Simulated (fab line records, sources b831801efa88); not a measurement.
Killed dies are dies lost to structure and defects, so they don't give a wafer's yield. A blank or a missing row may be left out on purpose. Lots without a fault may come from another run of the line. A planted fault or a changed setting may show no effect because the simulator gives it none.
A struck lot beside a sound one | flow sky130 | 17 steps out of a route of 708
Sound: wafers L320.1, L320.3, L320.5. Struck: wafer L331.1. (L331.4, L331.6 of the same lot were not struck and are left out.) The cause comes at the end.
At each step with rows: each side's tool, then ch and its chambers, then its first start. Under that, the readings that differ: sound wafers | struck wafers | difference of the means | sigmas: that difference in standard deviations of wafers without a fault.
alike: readings whose means differ by less than 2 such deviations, and words and numbers that are the same on both sides. not compared: withheld readings, readings that some wafer has no value for, bounds like >300 that may hide the same value, and numbers for which the record gives no deviation and whose values overlap.
The two part at a step that has a row with sigmas, a row that says differs or no value, or rows on one side only. Numbers that don't overlap but have no deviation are shown without sigmas and don't part them. A reading that every wafer of one side lacks parts them only if that side has two wafers or more.

first, 3 steps without rows for these wafers: SKY_LI_CONTACT_EXPOSE_09 (exposes mask LICM1, target cd 170 nm); SKY_LI_CONTACT_PEB_10; SKY_LI_CONTACT_DEVELOP_11 (develop time 60 s).
SKY_LI_CONTACT_CD_MEAS_12: target cd 170 nm.
  sound on cd_sem-02, day 30 11:24; struck on cd_sem-02, day 34 07:09
  alike: cd_nm
SKY_LI_CONTACT_OVL_MEAS_13:
  sound on overlay-01, day 30 11:31; struck on overlay-01, day 34 07:16
  alike: LI_CONTACT_OVL
SKY_LI_CONTACT_ETCH_14: etches BARC in N2/H2, stops on SiO2, time 45.9 s, target depth 60 nm.
  sound on rie_diel-02 ch 0,1,3, day 30 11:33; struck on rie_diel-03 ch 1, day 34 07:18
  alike: chamber_pressure_mTorr, drypump_motor_current_A, oes_product_au, throttle_valve_pct
  not compared: rf_hours_counter_h
SKY_LI_CONTACT_ETCH_15: etches PSG in C4F8/O2/Ar, stops on Si, target depth 600 nm.
  sound on rie_diel-02 ch 0,1,3, day 30 11:36; struck on rie_diel-03 ch 1, day 34 07:21
  reading                        | sound             | struck | difference | sigmas
  chamber_pressure_mTorr (mTorr) | 39.99 40.06 40.00 | 39.92  | -0.10      | -3
  alike: oes_product_au
then, 3 steps without rows for these wafers: SKY_LI_CONTACT_STRIP_16 (strips in O2/N2); SKY_LI_CONTACT_CLEAN_17 (cleans in NMP, time 600 s); SKY_LI_CONTACT_PRE_CLEAN_18 (time 5.6 s).
SKY_LI_CONTACT_SPUTTER_19: material Ti, target thk 20 nm, time 106.37 s.
  sound on pvd_sputter-03, day 30 11:59; struck on pvd_sputter-03, day 34 07:44
  alike: throttle_valve_pct
SKY_LI_CONTACT_SPUTTER_20: material TiN, target thk 20 nm, time 80 s.
  sound on pvd_sputter-03, day 30 12:04; struck on pvd_sputter-03, day 34 07:48
  alike: throttle_valve_pct
SKY_LI_CONTACT_CVD_21: deposits W, target thk 400 nm, time 120.56 s.
  sound on cvd_w-02 ch 0, day 30 12:08; struck on cvd_w-02 ch 0, day 34 07:52
  reading                                  | sound                | struck | difference | sigmas
  susceptor_temp_C (C)                     | 400.11 400.01 400.03 | 404.31 | +4.26      | +19
  model.W_of_LI_CONTACT_CVD_21.thk_nm (nm) | 396 391.2 393.6      | 428.6  | +35.0      |
  alike: heater_power_w
SKY_LI_CONTACT_RS_MEAS_22: measures by four-point-probe.
  sound on film_metro-01, day 30 12:15; struck on film_metro-01, day 34 07:59
  reading                  | sound             | struck | difference | sigmas
  LI_CONTACT_W_RS (ohm/sq) | 0.287 0.291 0.289 | 0.266  | -0.023     | -5
SKY_LI_CONTACT_THK_MEAS_23: measures by xrf.
  sound on film_metro-01, day 30 12:22; struck on film_metro-01, day 34 08:07
  reading               | sound       | struck | difference | sigmas
  LI_CONTACT_W_THK (nm) | 397 392 394 | 425    | +31        | +5
SKY_LI_CONTACT_CMP_24: polishes, stops on PSG, t overpolish 20 s, target thk 0 nm.
  sound on cmp-01 ch 0,3, day 30 12:29; struck on cmp-02 ch 1, day 34 08:10
  alike: motor_current_A, slurry_flow_ml_min
SKY_PAD_OPEN_PROBE_99:
  the record has rows for the sound wafers here (prober-02, day 46 17:50) and none for the struck ones

WHERE THEY PART
First at SKY_LI_CONTACT_ETCH_15; last, within this record, at SKY_PAD_OPEN_PROBE_99.

WHY: what the simulator had put in
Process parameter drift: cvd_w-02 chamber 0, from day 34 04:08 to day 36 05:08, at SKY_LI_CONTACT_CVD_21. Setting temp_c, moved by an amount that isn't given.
